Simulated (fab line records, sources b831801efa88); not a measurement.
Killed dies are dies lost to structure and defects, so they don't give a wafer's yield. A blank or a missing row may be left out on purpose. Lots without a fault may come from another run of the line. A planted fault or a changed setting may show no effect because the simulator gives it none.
A struck lot beside a sound one | flow gf180mcu | 14 steps out of a route of 602
Sound: wafers L273.1, L273.3, L273.6. Struck: wafers L271.2, L271.4, L271.6. The cause comes at the end.
At each step with rows: each side's tool, then ch and its chambers, then its first start. Under that, the readings that differ: sound wafers | struck wafers | difference of the means | sigmas: that difference in standard deviations of wafers without a fault.
alike: readings whose means differ by less than 2 such deviations, and words and numbers that are the same on both sides. not compared: withheld readings, readings that some wafer has no value for, bounds like >300 that may hide the same value, and numbers for which the record gives no deviation and whose values overlap.
The two part at a step that has a row with sigmas, a row that says differs or no value, or rows on one side only. Numbers that don't overlap but have no deviation are shown without sigmas and don't part them. A reading that every wafer of one side lacks parts them only if that side has two wafers or more.

GF_SALICIDE_RTA_08: time 30 s.
  sound on rtp_anneal-01 ch 0, day 17 01:02; struck on rtp_anneal-02 ch 0, day 16 01:58
  reading            | sound          | struck         | difference | sigmas
  lamp_power_pct (%) | 13.7 13.7 13.7 | 16.2 16.2 16.2 | +2.5       | +2
  alike: wafer_temp_C_max
then, 1 step without rows for these wafers: GF_CONTACT_CVD_00 (deposits SiO2, target thk 300 nm, time 50 s).
GF_CONTACT_THK_MEAS_01:
  sound on film_metro-04, day 17 01:11; struck on film_metro-01, day 16 02:05
  alike: CONTACT_CVD_00_THK
GF_CONTACT_CVD_02: deposits SiO2 from TEOS, target thk 860 nm, time 95.992 s.
  sound on pecvd-04 ch 0,1,2, day 17 01:14; struck on pecvd-02 ch 0,2, day 16 02:08
  alike: heater_power_w
GF_CONTACT_THK_MEAS_03:
  sound on film_metro-04, day 17 01:19; struck on film_metro-02, day 16 02:13
  alike: CONTACT_CVD_02_THK
GF_CONTACT_CMP_04: polishes SiO2.
  sound on cmp-02 ch 0,1,3, day 17 01:28; struck on cmp-02 ch 0,1,2, day 16 02:16
  alike: motor_current_A, platen_rpm, time_to_endpoint_s
GF_CONTACT_BOW_MEAS_05:
  sound on film_metro-04, day 17 01:40; struck on film_metro-04, day 16 02:35
  alike: CONTACT_BOW
then, 5 steps without rows for these wafers: GF_CONTACT_DEHYDRATE_06 (time 60 s); GF_CONTACT_HMDS_07 (prime time 60 s); GF_CONTACT_COAT_08; GF_CONTACT_COAT_09 (resist thk 1000 nm); GF_CONTACT_SOFTBAKE_10 (time 60 s).
GF_CONTACT_EXPOSE_11: exposes mask Contact, target cd 220 nm.
  sound on krf_scanner-01 ch 0, day 17 13:06; struck on krf_scanner-01, day 16 13:37
  no value came back on the struck wafers for exposure_dose_mJ_cm2, focus_offset_nm (nm), reticle_temp_C (C); on the sound wafers exposure_dose_mJ_cm2 reads 38.18 38.26 38.25
  alike: mask
then, 1 step without rows for these wafers: GF_CONTACT_PEB_12 (peb time 90 s).

WHERE THEY PART
First at GF_SALICIDE_RTA_08; last, within this record, at GF_CONTACT_EXPOSE_11.

WHY: what the simulator had put in
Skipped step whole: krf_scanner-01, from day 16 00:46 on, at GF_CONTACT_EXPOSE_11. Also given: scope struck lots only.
